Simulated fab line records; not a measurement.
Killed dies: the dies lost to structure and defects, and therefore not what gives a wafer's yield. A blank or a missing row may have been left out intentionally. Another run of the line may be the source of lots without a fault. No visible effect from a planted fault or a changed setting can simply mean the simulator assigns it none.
Which tool was responsible? | flow sky130 | 24 lots with 72 wafers sampled at 3 steps, on a route of 708 steps

WHAT EACH GAUGE READ, for each wafer
SKY_LDD_LDN_OVL_MEAS_07.
lot  | measured     | on         | LDD_LDN_OVL (nm)
L074 | day 23 02:18 | overlay-02 | 0.4 0.8 1.3
L075 | day 23 13:48 | overlay-01 | 2.1 0.9 2.2
L076 | day 24 02:14 | overlay-01 | 0.9 2.9 2.7
L078 | day 24 11:07 | overlay-02 | 0.3 -0.1 -1.1
L077 | day 24 12:56 | overlay-02 | 1.2 1.4 1.0
L079 | day 24 23:00 | overlay-01 | 1.7 1.7 0.8
L080 | day 25 00:47 | overlay-01 | 1.4 1.0 1.2
L081 | day 25 13:37 | overlay-02 | 0.1 -0.9 2.0
L082 | day 25 15:06 | overlay-01 | 0.7 0.6 0.9
L083 | day 26 04:44 | overlay-01 | 1.1 1.1 0.0
L084 | day 26 21:40 | overlay-01 | 2.2 2.6 0.9
L085 | day 27 03:24 | overlay-02 | 1.9 2.0 2.6
L086 | day 27 08:27 | overlay-02 | 1.0 0.7 0.6
L087 | day 28 01:19 | overlay-02 | -1.7 0.6 0.8
L088 | day 28 04:46 | overlay-02 | -0.3 0.3 -0.4
L089 | day 28 07:40 | overlay-02 | 1.3 1.0 0.1
L090 | day 28 23:13 | overlay-01 | 2.0 1.3 2.4
L091 | day 29 02:07 | overlay-01 | 1.9 0.8 0.0
L093 | day 29 16:03 | overlay-01 | 0.2 2.2 1.2
L092 | day 29 18:46 | overlay-02 | 0.8 0.8 1.8
L094 | day 29 20:37 | overlay-01 | 0.4 2.8 1.5
L095 | day 29 23:21 | overlay-02 | 3.1 2.6 1.8
L096 | day 30 12:40 | overlay-01 | 2.0 1.5 3.2
L097 | day 30 19:23 | overlay-01 | 0.9 0.1 2.2

SKY_POLY_CUT_CD_MEAS_08: the cd target is 270 nm.
lot  | measured     | on        | cd-nm (nm)
L074 | day 24 13:00 | cd-sem-02 | 271.7 271.4 272.2
L075 | day 24 22:16 | cd-sem-01 | 268.8 269.1 269.5
L076 | day 25 09:38 | cd-sem-02 | 269.6 270.9 271.0
L078 | day 25 19:24 | cd-sem-01 | 267.6 268.0 267.0
L077 | day 25 21:05 | cd-sem-01 | 269.9 270.3 271.7
L079 | day 26 06:18 | cd-sem-01 | 270.8 269.6 271.4
L080 | day 26 07:18 | cd-sem-02 | 269.2 267.8 268.7
L081 | day 26 21:28 | cd-sem-02 | 269.2 268.2 268.6
L082 | day 26 23:37 | cd-sem-01 | 271.0 270.9 270.7
L083 | day 27 12:05 | cd-sem-02 | 271.2 268.9 271.0
L084 | day 28 04:52 | cd-sem-02 | 266.6 267.4 267.7
L085 | day 28 10:01 | cd-sem-02 | 273.1 271.8 271.9
L086 | day 28 15:45 | cd-sem-02 | 271.0 272.6 272.3
L087 | day 29 07:59 | cd-sem-02 | 269.1 269.9 269.5
L088 | day 29 11:40 | cd-sem-01 | 270.6 270.4 270.9
L089 | day 29 13:51 | cd-sem-01 | 268.0 269.2 270.5
L090 | day 30 05:09 | cd-sem-01 | 266.7 269.2 270.5
L091 | day 30 08:04 | cd-sem-01 | 270.1 270.2 269.5
L093 | day 30 23:24 | cd-sem-02 | 270.3 269.8 269.9
L092 | day 31 01:20 | cd-sem-01 | 270.0 268.5 271.3
L094 | day 31 02:19 | cd-sem-01 | 269.3 268.5 269.3
L095 | day 31 05:36 | cd-sem-02 | 268.5 268.4 269.9
L096 | day 31 19:10 | cd-sem-02 | 272.1 272.1 270.3
L097 | day 32 01:20 | cd-sem-02 | 268.7 268.6 269.5

SKY_METAL3_OVL_MEAS_14.
lot  | measured     | on         | METAL3_OVL (nm)
L074 | day 38 18:01 | overlay-01 | 5 3 0
L075 | day 39 01:40 | overlay-01 | -4 -12 0
L076 | day 39 08:16 | overlay-01 | 2 -10 -10
L078 | day 39 19:26 | overlay-02 | 0 -4 -4
L077 | day 39 21:22 | overlay-02 | -8 0 -8
L079 | day 40 05:28 | overlay-02 | 6 3 3
L080 | day 40 04:55 | overlay-01 | -8 -7 -4
L081 | day 40 15:31 | overlay-02 | -8 -6 -6
L082 | day 40 20:56 | overlay-02 | 2 1 -2
L083 | day 41 05:40 | overlay-02 | -1 -8 -9
L084 | day 41 17:29 | overlay-02 | -1 -9 -5
L085 | day 42 00:05 | overlay-01 | 0 -2 -3
L086 | day 42 06:47 | overlay-02 | 3 1 -3
L087 | day 42 17:07 | overlay-02 | 7 -4 8
L088 | day 42 17:38 | overlay-02 | -11 -4 0
L089 | day 42 23:47 | overlay-01 | 1 11 9
L090 | day 43 10:04 | overlay-01 | 9 5 2
L091 | day 43 14:41 | overlay-02 | 8 -5 5
L093 | day 44 04:31 | overlay-01 | -5 3 -6
L092 | day 44 06:29 | overlay-02 | 1 0 11
L094 | day 44 08:44 | overlay-02 | 4 -2 -5
L095 | day 44 09:05 | overlay-01 | -2 3 -1
L096 | day 44 17:38 | overlay-01 | 2 -6 0
L097 | day 45 01:34 | overlay-02 | -2 3 -5

WHICH TOOL RAN EACH LOT (tool, then ch and the chambers of the sampled wafers, then the start)
Record: no process step prior to these readings.

AS READ BY THE TOOLS THEMSELVES (means over the sampled wafers that have a number; for cases with no such wafer, the mark the record gives instead)
The record holds no such reading with a usual standard deviation.

THE ANSWER, worked out from the rows above alone
Rule: the lots themselves supply what counts as usual. Put in order of their means at a reading, lots are off if they are a third of the lots or fewer, leave a main group of 4 or more, and stand apart from it by a gap of 3 or more times the standard deviation of the main group's means; of several such gaps the widest counts. The tables above print the reading to a certain number of digits; a main group whose means all agree to those digits is not used. A lot without any number at a reading at which 4 lots or more have one is off too. The other lots that the step has rows for count as sound. First the gauges in route order, then the tools' own readings, where a lot's mean is used as printed above. At the first step where some lot is off, the reading lying furthest off is the one used; lots without a number count as furthest.
No lot is off at any reading shown: from this, nothing can be told.

WHAT THE SIMULATOR HAD INSERTED
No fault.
